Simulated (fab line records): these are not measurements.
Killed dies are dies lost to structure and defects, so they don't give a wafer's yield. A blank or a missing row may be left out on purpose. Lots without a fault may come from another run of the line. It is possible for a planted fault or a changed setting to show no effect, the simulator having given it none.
Shared-tool check    flow sky130    Sample size 12 lots and 36 wafers

WHAT PROMPTED THE OPENING
At SKY_NWELL_RS_MEAS_31 the reading PWDE_RS is flagged on 2 of 12 lots. Wafers without a fault read 5271 ohm/sq, standard deviation 16.
Rule: a lot is flagged in two cases, either no wafer of it has a number, or all its wafers with numbers fall more than 4 standard deviations from that mean. As for the other lots, they are considered sound.

lot   measured      on             PWDE_RS (ohm/sq), wafer by wafer  flag
L112  day 5 15:40   film-metro-03  5265 5259 5265                    
L115  day 6 08:04   film-metro-03  5262 5263 5268                    
L114  day 6 09:04   film-metro-01  5250 5254 5242                    
L117  day 6 21:46   film-metro-04  5278 5262 5268                    
L119  day 7 05:44   film-metro-03  4895 4884 4894                    FLAGGED
L121  day 7 18:34   film-metro-01  4886 4875 4876                    FLAGGED
L125  day 8 09:59   film-metro-01  5246 5271 5266                    
L126  day 9 01:13   film-metro-04  5305 5297 5287                    
L132  day 10 12:25  film-metro-03  5255 5245 5256                    
L133  day 10 15:37  film-metro-04  5274 5280 5269                    
L134  day 10 22:11  film-metro-04  5265 5284 5281                    
L135  day 11 02:31  film-metro-04  5252 5270 5246                    
The mean of the flagged lots' numbers is 4885 ohm/sq, -386 ohm/sq from the usual (-24 standard deviations).

WHICH TOOL EACH LOT WENT THROUGH
The record keeps 1 process step preceding the reading, out of 708 steps on the route. Every cell lists first the tool, next ch and the chambers used by the sampled wafers, and last the start.
lot   flag     SKY_PWDE_IMPLANT_08
L112           implanter-03 ch 0, day 4 03:28
L115           implanter-02 ch 0, day 4 18:51
L114           implanter-01 ch 0, day 4 19:27
L117           implanter-03 ch 0, day 5 08:00
L119  FLAGGED  implanter-02 ch 0, day 5 16:12
L121  FLAGGED  implanter-02 ch 0, day 6 02:12
L125           implanter-03 ch 0, day 6 17:20
L126           implanter-03 ch 0, day 7 06:36
L132           implanter-01 ch 0, day 8 15:37
L133           implanter-02 ch 0, day 8 18:24
L134           implanter-02 ch 0, day 9 00:15
L135           implanter-02 ch 0, day 9 05:07
What the steps here do:
- SKY_PWDE_IMPLANT_08
- SKY_NWELL_RS_MEAS_31: measures by four-point-probe.

FLAGGED AGAINST TOTAL, ONE TOOL AT A TIME (gauges that did the reading follow at the end)
step                  tool           lots run  flagged  share of the flagged lots  sound lots run after its first flagged lot
SKY_PWDE_IMPLANT_08   implanter-01   2         0        none                       -
SKY_PWDE_IMPLANT_08   implanter-02   6         2        all                        3 (L133,L134,L135)
SKY_PWDE_IMPLANT_08   implanter-03   4         0        none                       -
SKY_NWELL_RS_MEAS_31  film-metro-01  3         1        some                       1 (L125)
SKY_NWELL_RS_MEAS_31  film-metro-03  4         1        some                       1 (L132)
SKY_NWELL_RS_MEAS_31  film-metro-04  5         0        none                       -

WHAT THE TABLE PERMITS
In the table, 1 row covers all flagged lots: implanter-02 at SKY_PWDE_IMPLANT_08.
- implanter-02 at SKY_PWDE_IMPLANT_08 ran 6 lots, 2 of them flagged. After the first flagged lot (L133, L134, L135), sound lots still ran on it; a lasting fault on the whole tool would not permit that. Its own readings (dose-ions-cm2, faraday-current-uA) fall more than 4 standard deviations out on all wafers of the flagged lots.
No row of the table ran every flagged lot and no sound lot after the first.

WHAT HAD BEEN PUT IN BY THE SIMULATOR
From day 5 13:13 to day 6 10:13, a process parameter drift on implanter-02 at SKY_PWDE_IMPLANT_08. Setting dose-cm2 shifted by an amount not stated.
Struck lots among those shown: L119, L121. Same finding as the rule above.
